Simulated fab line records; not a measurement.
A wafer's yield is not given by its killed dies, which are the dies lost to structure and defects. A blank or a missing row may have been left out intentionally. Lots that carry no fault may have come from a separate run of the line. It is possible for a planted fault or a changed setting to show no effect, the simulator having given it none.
Comparing a struck lot with a sound one | flow sky130 | 32 steps out of a route of 708
Sound: the wafers L149.2, L149.4, L149.6. Struck: wafers L156.1, L156.5, L156.6. Last of all comes the cause.
Order at every step that has rows: each side's tool, ch and its chambers, its first start. Under that, the readings that differ: sound wafers | struck wafers | difference of the means | sigmas: that difference in standard deviations of wafers without a fault.
alike: same words and numbers on both sides, and readings whose means sit less than 2 such deviations apart. not compared: any withheld reading, any reading some wafer has no value for, any bound like >300 that may hide the same value, and any number with overlapping values for which the record gives no deviation.
The two part at a step that has a row with sigmas, a row that says differs or no value, or rows on one side only. Non-overlapping numbers with no deviation appear without sigmas and do not part them. A reading that every wafer of one side lacks parts them only if that side has two wafers or more.

SKY_VIA1_ETCH_15: etches SiO2 in C4F8/O2/Ar, stops on TiN, target depth 351 nm, time 54 s.
  sound on rie_diel-03 ch 0,1,2, day 34 18:29; struck on rie_diel-02 ch 0,2, day 36 13:10
  alike: oes_product_au
  not compared: rf_hours_counter_h
then, 4 steps without rows for these wafers: SKY_VIA1_STRIP_16 (strips in O2/N2); SKY_VIA1_STRIP_17 (strips in post etch residue remover, time 1200 s); SKY_VIA1_CLEAN_18 (cleans in IPA, time 180 s); SKY_VIA1_CLEAN_19 (cleans in O3/DIW).
SKY_VIA1_SPUTTER_20: material TiN, target thk 20 nm, time 80 s.
  sound on pvd_sputter-04, day 34 19:07; struck on pvd_sputter-04, day 36 13:49
  alike: cathode_dc_power_W, chamber_pressure_pa, throttle_valve_pct
then, 1 step without rows for these wafers: SKY_VIA1_CVD_21 (deposits W, target thk 270 nm, time 80.902 s).
SKY_VIA1_RS_MEAS_22: uses a four-point probe to measure.
  sound on film_metro-02, day 34 19:17; struck on film_metro-04, day 36 13:58
  alike: VIA1_W_RS
SKY_VIA1_THK_MEAS_23: measures by xrf.
  sound on film_metro-02, day 34 19:24; struck on film_metro-04, day 36 14:05
  alike: VIA1_W_THK
then, 1 step without rows for these wafers: SKY_VIA1_CMP_24 (polishes, stops on SiO2, t overpolish 15 s, target thk 0 nm).
SKY_METAL2_SPUTTER_00: material Ti, target thk 15 nm, time 10 s.
  sound on pvd_sputter-03, day 34 19:45; struck on pvd_sputter-03, day 36 14:27
  alike: cathode_dc_power_W, chamber_pressure_pa, throttle_valve_pct
then, 1 step without rows for these wafers: SKY_METAL2_SPUTTER_01 (material TiN, target thk 20 nm, time 16.7 s).
SKY_METAL2_SPUTTER_02: material AlCu, target thk 250 nm, time 13.3 s.
  sound on pvd_sputter-03, day 34 19:48; struck on pvd_sputter-03, day 36 14:29
  reading                                     | sound             | struck            | difference | sigmas
  cathode_dc_power_W (W)                      | 10599 10598 10602 | 10329 10328 10327 | -272       | -99 or more
  model.AlCu_of_METAL2_SPUTTER_02.thk_nm (nm) | 248 249.7 249.3   | 245.1 246 244.1   | -3.9       |
  alike: chamber_pressure_pa, throttle_valve_pct
SKY_METAL2_SPUTTER_03: material Ti, target thk 5 nm, time 3.3 s.
  sound on pvd_sputter-03, day 34 19:49; struck on pvd_sputter-03, day 36 14:31
  alike: cathode_dc_power_W, chamber_pressure_pa, throttle_valve_pct
SKY_METAL2_SPUTTER_04: material TiN, target thk 70 nm, time 58.3 s.
  sound on pvd_sputter-03, day 34 19:50; struck on pvd_sputter-03, day 36 14:32
  alike: cathode_dc_power_W, chamber_pressure_pa, throttle_valve_pct
SKY_METAL2_RS_MEAS_05: uses a four-point probe to measure.
  sound on film_metro-03, day 34 19:55; struck on film_metro-04, day 36 14:38
  alike: METAL2_ALCU_RS
SKY_METAL2_THK_MEAS_06: measures by xrf.
  sound on film_metro-03, day 34 20:01; struck on film_metro-04, day 36 14:45
  alike: METAL2_ALCU_THK
then, 8 steps without rows for these wafers: SKY_METAL2_DEHYDRATE_07 (time 60 s); SKY_METAL2_HMDS_08 (prime time 60 s); SKY_METAL2_COAT_09 (resist thk 60 nm); SKY_METAL2_COAT_10 (resist thk 450 nm); SKY_METAL2_SOFTBAKE_11 (time 90 s); SKY_METAL2_EXPOSE_12 (exposes mask MM2, target cd 140 nm); SKY_METAL2_PEB_13; SKY_METAL2_DEVELOP_14 (develop time 58.7 s).
SKY_METAL2_CD_MEAS_15: target cd 140 nm.
  sound on cd_sem-02, day 35 22:27; struck on cd_sem-02, day 37 16:22
  alike: cd_nm
SKY_METAL2_OVL_MEAS_16:
  sound on overlay-01, day 35 22:33; struck on overlay-02, day 37 16:29
  alike: METAL2_OVL
then, 2 steps without rows for these wafers: SKY_METAL2_DESCUM_17 (chemistry O2, time 8 s); SKY_METAL2_ETCH_18 (etches BARC in N2/H2, stops on SiO2, time 45.9 s, target depth 60 nm).
SKY_METAL2_METAL_ETCH_19: etches the open film in Cl2/BCl3, stops on SiO2, target depth 360 nm, time 78 s.
  sound on rie_metal-04 ch 0,1, day 35 22:41; struck on rie_metal-04 ch 0,1, day 37 16:37
  reading                            | sound         | struck            | difference | sigmas
  model.METAL2.feature_depth_nm (nm) | 359 360 359.6 | 353.5 355.1 354.1 | -5.3       |
  model.etch.depth_nm (nm)           | 359 360 359.6 | 353.5 355.1 354.1 | -5.3       |
  alike: bcl3_flow_sccm, drypump_motor_current_A, he_backside_leak_sccm, oes_product_au, throttle_valve_pct
  not compared: rf_hours_counter_h
then, 1 step without rows for these wafers: SKY_METAL2_STRIP_20 (strips in O2/N2).
-- the record jumps here: 10 days lie between the struck wafers' starts before and after (it left off in module METAL2 and takes up again in module PAD_OPEN, whose first step shown is number 708 of the route) --
SKY_PAD_OPEN_PROBE_99:
  sound on prober-01, day 46 08:57; struck on prober-02, day 47 18:24
  reading                    | sound                | struck               | difference | sigmas
  model.etest.met2.rs_ohm_sq | 0.1281 0.1283 0.1288 | 0.1304 0.1303 0.1311 | +0.0022    |
  alike: defect_limited_yield, killed_at_M0_to_M3, killed_at_M4_up, killed_at_contacts, killed_at_front_end, killed_at_other, killed_dies, killed_on_rim, killed_open, killed_short, sort_bin_3_pad_short, sort_bin_5_function, sort_bin_6_memory, sort_n_pass, sort_yield_pct

== WHERE THEY PART ==
Only at SKY_METAL2_SPUTTER_02, as far as this record shows. Later steps at which nothing parts them and some readings are alike: SKY_METAL2_SPUTTER_03, SKY_METAL2_SPUTTER_04, SKY_METAL2_RS_MEAS_05, SKY_METAL2_THK_MEAS_06, SKY_METAL2_CD_MEAS_15, SKY_METAL2_OVL_MEAS_16, SKY_METAL2_METAL_ETCH_19, SKY_PAD_OPEN_PROBE_99.

WHY: whatever the simulator had introduced
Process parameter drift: pvd_sputter-03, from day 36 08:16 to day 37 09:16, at SKY_METAL2_SPUTTER_02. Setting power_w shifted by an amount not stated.
